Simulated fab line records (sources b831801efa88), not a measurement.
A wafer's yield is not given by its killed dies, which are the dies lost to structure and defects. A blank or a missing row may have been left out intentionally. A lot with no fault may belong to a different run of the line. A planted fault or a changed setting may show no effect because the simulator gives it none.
Problem report in the 8D (eight disciplines) form, filled by code + flow sfq_line + the parts of the form that need people (team, actions taken, sign-off) are left out

== 1. PROBLEM STATEMENT ==
At SFQ_TRILAYER_I0_METRO_MEASURE_029, thk_nm averages 186.1 nm over 3 wafers from 3 lots, while fault-free wafers read 200.0 nm, standard deviation 1.2. That is -12 standard deviations from the usual mean.
First observed at day 15 11:20: wafer L620.3, on film_metro-01. At this step, 43 wafers from 15 lots have a number in the record. The rule behind "out" and "out of limits": a value lying over 4 standard deviations away from the usual mean. All remaining wafers that have a number are taken as sound.

== 2. WHAT THIS IS AND IS NOT ==
| question                    | is                                          | is not                                                                                             |
|-----------------------------|---------------------------------------------|----------------------------------------------------------------------------------------------------|
| which readings at this step | thk_nm                                      | -                                                                                                  |
| which lots                  | L620, L623, L624                            | L609, L610, L611, L612, L613, L614, L617, L618, L629, L630, L631, L632                             |
| which wafers of those lots  | L620.3, L623.3, L624.1                      | L620.4, L623.4, L623.6, L624.4                                                                     |
| read on which tools         | film_metro-01, film_metro-02, film_metro-04 | -                                                                                                  |
| when                        | from day 15 11:20                           | up to then (25 sound wafers); but 15 sound wafers of L623, L624, L629, L630, L631, L632 came after |

== 3. THE SUSPECTS, EACH WITH WHAT RULES IT OUT ==
Counting: any tool at a process step up to the reading remains a suspect provided it ran every lot that is out. Sound lots after the first of them don't rule it out here, since some wafers of a struck lot are sound.
- cmp-02 at SFQ_TRILAYER_I0_CMP_CMP_028 (polishes SiO2): kept. Ran every lot that is out, first one L620 (day 15 01:31); last sound lot up to then L618 (day 14 11:23).
Left after counting: cmp-02 at SFQ_TRILAYER_I0_CMP_CMP_028.

== 4. THE CAUSE (what the simulator had put in) ==
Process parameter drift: cmp-02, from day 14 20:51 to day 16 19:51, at SFQ_TRILAYER_I0_CMP_CMP_028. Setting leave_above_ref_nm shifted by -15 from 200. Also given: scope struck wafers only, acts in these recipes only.
This tool alone remained once counting was done.

== 5. THE CHAIN OF EFFECTS, in route order ==
Each row: a reading whose mean over the struck wafers that have a number lies more than 3 standard deviations from the usual. Readings are gone through only where the record gives a usual standard deviation; hours: the median, over the lots, of the time from a lot's start at the first step in this table giving one to that lot's start at this step; sigmas: the change measured in usual standard deviations.
| hours | step                                  | reading        | usual      | on struck wafers | change | sigmas |
|-------|---------------------------------------|----------------|------------|------------------|--------|--------|
| 0     | SFQ_TRILAYER_I0_METRO_MEASURE_029     | thk_nm         | 200.0 nm   | 186.1            | -13.9  | -12    |
| 141   | SFQ_TRILAYER_I0_VIA_ETCH_VIA_ETCH_034 | oes_product_au | 0.855 a.u. | 0.823            | -0.032 | -5.7   |
Process steps it contains:
- SFQ_TRILAYER_I0_METRO_MEASURE_029
- SFQ_TRILAYER_I0_VIA_ETCH_VIA_ETCH_034: etches SiO2 in CHF3, stops on Nb, target depth 260 nm.

== 6. WHAT WOULD HAVE CAUGHT IT SOONER ==
In this record no reading fell out of limits until day 15 11:20, 14 hours after the fault had begun at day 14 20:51.
Tool readings at SFQ_TRILAYER_I0_CMP_CMP_028 with a usual standard deviation given in the record: none out on any struck wafer, hence no alarm at a limit of 4 standard deviations on them.
Among the 3 lots that are out, L623, L624 began SFQ_TRILAYER_I0_CMP_CMP_028 on cmp-02 after day 15 11:20. A hold on the tool at that time would have spared those 2.
